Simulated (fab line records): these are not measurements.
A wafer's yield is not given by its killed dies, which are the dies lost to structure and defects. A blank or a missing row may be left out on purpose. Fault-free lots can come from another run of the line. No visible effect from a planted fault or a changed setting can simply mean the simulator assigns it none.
What tool caused it?    flow sky130    11 lots, 33 wafers sampled, at 4 steps of a route of 708

## WHAT EACH GAUGE READ, for each wafer
SKY_METAL5_RS_MEAS_05: measures by four-point-probe.
lot   measured      on             METAL5_ALCU_RS (ohm/sq)
L405  day 44 08:08  film metro-02  0.0280 0.0283 0.0283
L406  day 44 12:18  film metro-01  0.0281 0.0284 0.0278
L407  day 44 14:48  film metro-01  0.0286 0.0283 0.0284
L409  day 45 11:57  film metro-02  0.0280 0.0279 0.0285
L410  day 45 12:30  film metro-02  0.0283 0.0290 0.0291
L411  day 45 14:09  film metro-01  0.0277 0.0283 0.0279
L414  day 46 11:38  film metro-03  0.0287 0.0290 0.0287
L422  day 48 10:52  film metro-03  0.0278 0.0276 0.0279
L425  day 49 02:46  film metro-01  0.0282 0.0287 0.0288
L427  day 49 15:33  film metro-02  0.0281 0.0281 0.0279
L428  day 49 22:13  film metro-03  0.0282 0.0286 0.0281

## WHICH TOOL RAN EACH LOT (tool, then ch and the chambers of the sampled wafers, then the start)
lot   SKY_METAL4_METAL_ETCH_18           SKY_METAL4_STRIP_19                   SKY_METAL5_SPUTTER_04
L405  rie metal-03 ch 0, day 43 05:00    plasma asher-03 ch 0,1, day 43 05:10  pvd sputter-01, day 44 08:04
L406  rie metal-04 ch 0,1, day 43 09:40  plasma asher-02 ch 0,1, day 43 09:49  pvd sputter-02, day 44 12:13
L407  rie metal-04 ch 0,1, day 43 12:05  plasma asher-04 ch 0, day 43 12:16    pvd sputter-04, day 44 14:45
L409  rie metal-04 ch 0,1, day 44 09:59  plasma asher-04 ch 0,1, day 44 10:08  pvd sputter-04, day 45 11:50
L410  rie metal-01 ch 0,1, day 44 10:34  plasma asher-03 ch 0,1, day 44 10:44  pvd sputter-01, day 45 12:26
L411  rie metal-01 ch 0,1, day 44 12:26  plasma asher-02 ch 0, day 44 12:37    pvd sputter-02, day 45 14:05
L414  rie metal-04 ch 0,1, day 45 12:22  plasma asher-02 ch 0,1, day 45 12:32  pvd sputter-02, day 46 11:35
L422  rie metal-03 ch 0,1, day 47 11:40  plasma asher-02 ch 0,1, day 47 11:51  pvd sputter-01, day 48 10:48
L425  rie metal-04 ch 0,1, day 48 03:55  plasma asher-03 ch 0,1, day 48 04:06  pvd sputter-01, day 49 02:41
L427  rie metal-03 ch 1, day 48 18:08    plasma asher-02 ch 0,1, day 48 18:26  pvd sputter-04, day 49 15:29
L428  rie metal-03 ch 1, day 49 00:37    plasma asher-04 ch 0,1, day 49 00:55  pvd sputter-04, day 49 22:09
- SKY_METAL4_METAL_ETCH_18: etches the open film in Cl2/BCl3, stops on SiO2, target depth 845 nm, time 183.1 s.
- SKY_METAL4_STRIP_19: strips in O2/N2.
- SKY_METAL5_SPUTTER_04: material TiN, target thk 70 nm, time 58.3 s.

## WHAT THE TOOLS THEMSELVES READ (means of the sampled wafers that have a number; where no wafer has one, the mark that the record gives instead)
SKY_METAL4_METAL_ETCH_18.
lot   tool          drypump motor current A (A)  mfc cl2 sccm (sccm)  oes product au (a.u.)  throttle valve pct (%)
L405  rie metal-03  5.9                          59.93                0.869                  22.260
L406  rie metal-04  6.1                          59.97                0.863                  22.255
L407  rie metal-04  6.1                          59.79                0.868                  22.257
L409  rie metal-04  6.1                          59.87                0.870                  22.267
L410  rie metal-01  6.3                          60.10                0.859                  22.277
L411  rie metal-01  6.3                          59.87                0.866                  22.267
L414  rie metal-04  6.1                          60.04                0.862                  22.260
L422  rie metal-03  5.6                          60.09                0.860                  22.269
L425  rie metal-04  6.1                          60.00                0.866                  22.252
L427  rie metal-03  5.0                          59.86                0.866                  22.263
L428  rie metal-03  5.0                          59.84                0.860                  22.270

SKY_METAL4_STRIP_19.
lot   tool             drypump motor current A (A)  oes product au (a.u.)  strip time to endpoint s (s)
L405  plasma asher-03  5.63                         0.488                  6.28
L406  plasma asher-02  5.80                         0.496                  6.39
L407  plasma asher-04  6.04                         0.498                  6.40
L409  plasma asher-04  5.94                         0.495                  6.34
L410  plasma asher-03  5.43                         0.487                  6.17
L411  plasma asher-02  5.97                         0.491                  6.25
L414  plasma asher-02  5.79                         0.489                  6.34
L422  plasma asher-02  5.82                         0.504                  6.46
L425  plasma asher-03  5.62                         0.501                  6.42
L427  plasma asher-02  5.86                         0.496                  6.40
L428  plasma asher-04  5.95                         0.495                  6.36

SKY_METAL5_SPUTTER_04.
lot   tool            chamber pressure pa (Pa)  throttle valve pct (%)
L405  pvd sputter-01  0.3998                    28.5
L406  pvd sputter-02  0.3996                    30.5
L407  pvd sputter-04  0.3996                    28.7
L409  pvd sputter-04  0.4000                    30.5
L410  pvd sputter-01  0.3998                    29.4
L411  pvd sputter-02  0.3999                    30.6
L414  pvd sputter-02  0.4040                    30.1
L422  pvd sputter-01  0.3994                    28.4
L425  pvd sputter-01  0.3996                    29.5
L427  pvd sputter-04  0.4006                    29.8
L428  pvd sputter-04  0.3999                    30.1

## THE ANSWER, worked out from the rows above alone
Rule: the usual values come from the lots themselves. The widest of any qualifying gaps counts: lots, ordered by their means at a reading, are off when they make up no more than a third of the lots, leave a main group of 4 or more, and stand apart from it by 3 or more times the standard deviation of that group's means. A main group is skipped when, at the precision printed for the reading in the tables above, its means are all equal. A lot without any number at a reading at which 4 lots or more have one is off too. All remaining lots with rows at the step are treated as sound. First the gauges in route order, then the tools' own readings, where a lot's mean is used as printed above. At the first step where some lot is off, the reading lying furthest off is the one used; lots without a number count as furthest.
Off, at SKY_METAL5_SPUTTER_04 on chamber pressure pa: L414. Main group: mean 0.3998 Pa, sd 0.00031.
A tool fits if, at that step or a process step before it, it ran every lot that is off, and no sound lot after the first of them. One fits: pvd sputter-02 at SKY_METAL5_SPUTTER_04. A fault onset in the window from L411 (day 45 14:05, its last sound lot) to L414 (day 46 11:35, its first lot off) fits.
On the lots that are off, the tool's own readings at SKY_METAL5_SPUTTER_04 differ by more than 5 times the standard deviation of the sound lots' means, which bears it out; chamber pressure pa reads 0.4040 Pa there versus 0.3998 Pa on the sound lots.

## WHAT HAD BEEN PUT IN BY THE SIMULATOR
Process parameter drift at SKY_METAL5_SPUTTER_04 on pvd sputter-02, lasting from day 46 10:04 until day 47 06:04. From 0.4, the setting chamber pressure pa moved by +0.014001. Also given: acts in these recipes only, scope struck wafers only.
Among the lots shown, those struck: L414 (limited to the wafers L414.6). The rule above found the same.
